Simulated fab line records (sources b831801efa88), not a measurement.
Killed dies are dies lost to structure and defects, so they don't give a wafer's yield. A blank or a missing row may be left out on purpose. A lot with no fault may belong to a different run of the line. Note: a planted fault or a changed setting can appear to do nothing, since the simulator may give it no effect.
Which of the tools did it? -- flow sky130 -- Sampling: 12 lots, 36 wafers, 4 of 708 route steps

## WHAT EACH GAUGE READ, for each wafer
SKY_VIA2_RS_MEAS_22: measurement is done with a four-point probe. Usual: VIA2_W_RS gives 0.272 ohm/sq (standard deviation 0.0041).
lot,measured,on,VIA2_W_RS (ohm/sq),flag
L108,day 37 15:55,film_metro-01,0.264 0.264 0.275,
L109,day 37 20:24,film_metro-01,0.265 0.274 0.265,
L112,day 38 07:53,film_metro-02,0.276 0.276 0.273,
L116,day 39 15:54,film_metro-01,0.274 0.264 0.271,
L117,day 39 20:07,film_metro-02,0.275 0.273 0.273,
L121,day 41 02:35,film_metro-03,0.272 0.273 0.273,
L122,day 41 06:14,film_metro-03,0.268 0.273 0.269,
L123,day 41 14:41,film_metro-03,0.276 0.265 0.267,
L124,day 41 16:40,film_metro-01,0.271 0.274 0.267,
L125,day 42 03:35,film_metro-02,0.274 0.275 0.266,
L129,day 43 00:46,film_metro-02,0.269 0.267 0.276,
L130,day 43 05:07,film_metro-01,0.270 0.278 0.278,

SKY_PASSIVATION_THK_MEAS_01. Usual: PASSIVATION_CVD_00_THK gives 89.9 nm (standard deviation 1.2).
lot,measured,on,PASSIVATION_CVD_00_THK (nm),flag
L116,day 46 15:37,film_metro-03,88.3 89.1 88.5,
L117,day 46 23:55,film_metro-04,89.2 90.5 89.7,
L121,day 48 03:04,film_metro-03,89.2 89.3 89.3,
L122,day 48 05:52,film_metro-04,89.3 90.4 90.9,
L123,day 48 08:15,film_metro-03,89.7 89.4 90.6,
L124,day 48 10:05,film_metro-04,88.1 89.9 89.0,
L125,day 48 16:05,film_metro-03,87.7 89.3 88.6,
L129,day 49 09:32,film_metro-02,89.3 90.1 90.9,
L130,day 49 13:11,film_metro-04,90.0 91.0 93.3,

## WHAT TOOL EACH LOT RAN ON (gives the tool, then ch and the chambers of the sampled wafers, and finally the start)
lot,SKY_VIA2_CVD_21,SKY_VIA4_CMP_21
L108,"cvd_w-01 ch 0,1, day 37 15:46","cmp-01 ch 0,1,2, day 44 10:30"
L109,"cvd_w-01 ch 0,1, day 37 20:16","cmp-02 ch 0,1,2, day 44 10:52"
L112,"cvd_w-02 ch 0,1, day 38 07:45","cmp-02 ch 0,3, day 44 14:13"
L116,"cvd_w-01 ch 0,1, day 39 15:45","cmp-02 ch 0,1,3, day 45 19:41"
L117,"cvd_w-02 ch 1, day 39 19:51","cmp-02 ch 1,2, day 45 22:47"
L121,"cvd_w-02 ch 0,1, day 41 02:27","cmp-02 ch 1,2,3, day 47 06:26"
L122,"cvd_w-02 ch 0,1, day 41 06:06","cmp-01 ch 0,1, day 47 08:34"
L123,"cvd_w-01 ch 0,1, day 41 14:33","cmp-02 ch 1,2,3, day 47 11:01"
L124,"cvd_w-01 ch 0,1, day 41 16:32","cmp-01 ch 0,3, day 47 13:14"
L125,"cvd_w-01 ch 0,1, day 42 03:26","cmp-02 ch 0,1, day 47 19:53"
L129,"cvd_w-01 ch 0,1, day 43 00:37","cmp-01 ch 1,2,3, day 48 15:31"
L130,"cvd_w-01 ch 0,1, day 43 04:59","cmp-02 ch 0,2, day 48 20:37"
- SKY_VIA2_CVD_21: deposits W, target thk 420 nm, time 126.4 s.
- SKY_VIA4_CMP_21: polishes, stops on SiO2, t overpolish 25 s, target thk 0 nm.

## WHAT THE TOOLS THEMSELVES READ (means of the sampled wafers that have a number; where no wafer has one, the mark that the record gives instead)
SKY_VIA2_CVD_21. Usual: heater_power_w reads 925 W (standard deviation 54).
lot,tool,heater_power_w (W),flag
L108,cvd_w-01,927,
L109,cvd_w-01,962,
L112,cvd_w-02,930,
L116,cvd_w-01,937,
L117,cvd_w-02,939,
L121,cvd_w-02,935,
L122,cvd_w-02,918,
L123,cvd_w-01,887,
L124,cvd_w-01,884,
L125,cvd_w-01,930,
L129,cvd_w-01,892,
L130,cvd_w-01,933,

SKY_VIA4_CMP_21. Usual: edge_zone_pressure_frac 1.000, standard deviation 0.005; head_pressure_psi 3.501 psi, standard deviation 0.0082; motor_current_A 11.4 A, standard deviation 0.87; overpolish_run_s 24.999 s, standard deviation 0.0087; slurry_flow_ml_min 150.0, standard deviation 0.48; time_to_endpoint_s 124 s, standard deviation 3.7.
lot,tool,edge_zone_pressure_frac,head_pressure_psi (psi),motor_current_A (A),overpolish_run_s (s),slurry_flow_ml_min,time_to_endpoint_s (s),flag
L108,cmp-01,-,-,-,-,-,-,OFF
L109,cmp-02,-,-,-,-,-,-,OFF
L112,cmp-02,-,-,-,-,-,-,OFF
L116,cmp-02,1.000,3.498,11.4,25.009,149.9,124,
L117,cmp-02,0.999,3.500,11.5,25.001,150.4,128,
L121,cmp-02,1.000,3.502,11.9,24.992,150.0,123,
L122,cmp-01,0.996,3.495,11.0,24.991,149.8,123,
L123,cmp-02,1.000,3.493,11.8,24.997,149.9,130,
L124,cmp-01,1.004,3.511,11.0,24.998,150.0,129,
L125,cmp-02,0.992,3.495,10.9,25.002,149.1,124,
L129,cmp-01,1.001,3.503,11.6,25.000,150.5,126,
L130,cmp-02,1.000,3.506,11.0,25.007,150.4,122,

## THE ANSWER, worked out from the rows above alone
Rule: a lot is off if the mean of its wafers that have a number lies more than 3 standard deviations from the usual mean. A lot without any number at a reading at which 4 lots or more have one is off too. The other lots that the step has rows for count as sound. First the gauges in route order, then the tools' own readings, where a lot's mean is used as printed above. At the first step where some lot is off, the reading lying furthest off is the one used; lots without a number count as furthest.
Off at SKY_VIA4_CMP_21 (edge_zone_pressure_frac): L108, L109, L112. Without a number there: L108, L109, L112.
A tool fits if, at that step or a process step before it, it ran every lot that is off, and no sound lot after the first of them. None of those tried fits.

## WHAT HAD BEEN PUT IN BY THE SIMULATOR
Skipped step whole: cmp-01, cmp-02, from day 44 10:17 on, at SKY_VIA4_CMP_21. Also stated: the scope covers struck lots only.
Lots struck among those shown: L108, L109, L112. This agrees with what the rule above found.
